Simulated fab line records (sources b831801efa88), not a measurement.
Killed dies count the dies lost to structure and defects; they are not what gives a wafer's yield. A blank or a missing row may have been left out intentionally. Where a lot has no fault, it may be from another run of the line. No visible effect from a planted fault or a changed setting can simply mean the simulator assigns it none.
A single fault, viewed from 2 desks	flow gf180mcu	every desk sees just its own numbers, and what lay behind them comes last

== THE METROLOGY DESK ==
What the gauges read for every lot (on any tool): the sampled wafers with a number, averaged. Any lot whose mean is over 4 standard deviations away from the usual mean is out of limits and marked OUT; that distance is given in the brackets.
Columns: A = MVSD_TW at GF_MVSD_TW_MEAS_11, usual 1584; B = cd nm at GF_NSD_CD_MEAS_07, usual 400.2 nm
lot	first seen here	A	B
L199	day 4 09:57	1569	398.9
L200	day 4 17:11	1591	400.4
L202	day 5 03:41	1597	401.1
L203	day 5 10:08	1589	398.2
L204	day 5 19:31	1583	405.3
L206	day 6 06:20	1592	401.1
L205	day 6 06:59	1589	396.6
L212	day 7 15:41	1622	401.4
L213	day 7 21:05	1628	402.5
L214	day 8 06:02	1582	399.9
L215	day 8 07:55	1584	404.5
L221	day 9 20:22	1589	402.1
L222	day 10 00:52	1587	398.3
This desk found nothing out of limits on any of the 13 lots.

== TOOL OWNER'S DESK, implanter-01 ==
The tool's own readings at GF_MVSD_IMPLANT_09, given as means over the sampled wafers that have a number, one for each lot that went through this tool. Any lot whose mean is over 4 standard deviations away from the usual mean is out of limits and marked OUT; that distance is given in the brackets.
Columns: A = tilt deg at GF_MVSD_IMPLANT_09, usual -0.003 degrees
lot	first seen here	A
L204	day 5 19:16	0.010
L206	day 6 06:05	0.010
L212	day 7 15:26	5.463 (+99 or more) OUT
L213	day 7 20:50	5.485 (+99 or more) OUT
Finding of this desk: L212, L213 out of limits; the first was L212 at day 7 15:26, on tilt deg at GF_MVSD_IMPLANT_09. Within limits: L204, L206.

== PUT TOGETHER ==
On L212, L213, at day 7 15:26, an alarm was possible from the tool owner's desk.
From the metrology desk's view, nothing was out of limits.
The metrology desk has L212, L213 on record, within its limits.
The lots listed all ran GF_MVSD_IMPLANT_09 on implanter-01.

== WHAT THE SIMULATOR PUT IN ==
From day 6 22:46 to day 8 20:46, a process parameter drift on implanter-01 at GF_MVSD_IMPLANT_09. From 0, the setting tilt deg moved by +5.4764. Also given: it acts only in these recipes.
Shown lots that were struck: L212, L213.
Time in hours from fault onset to the first out-of-limits reading at each desk: the tool owner's desk, 17.
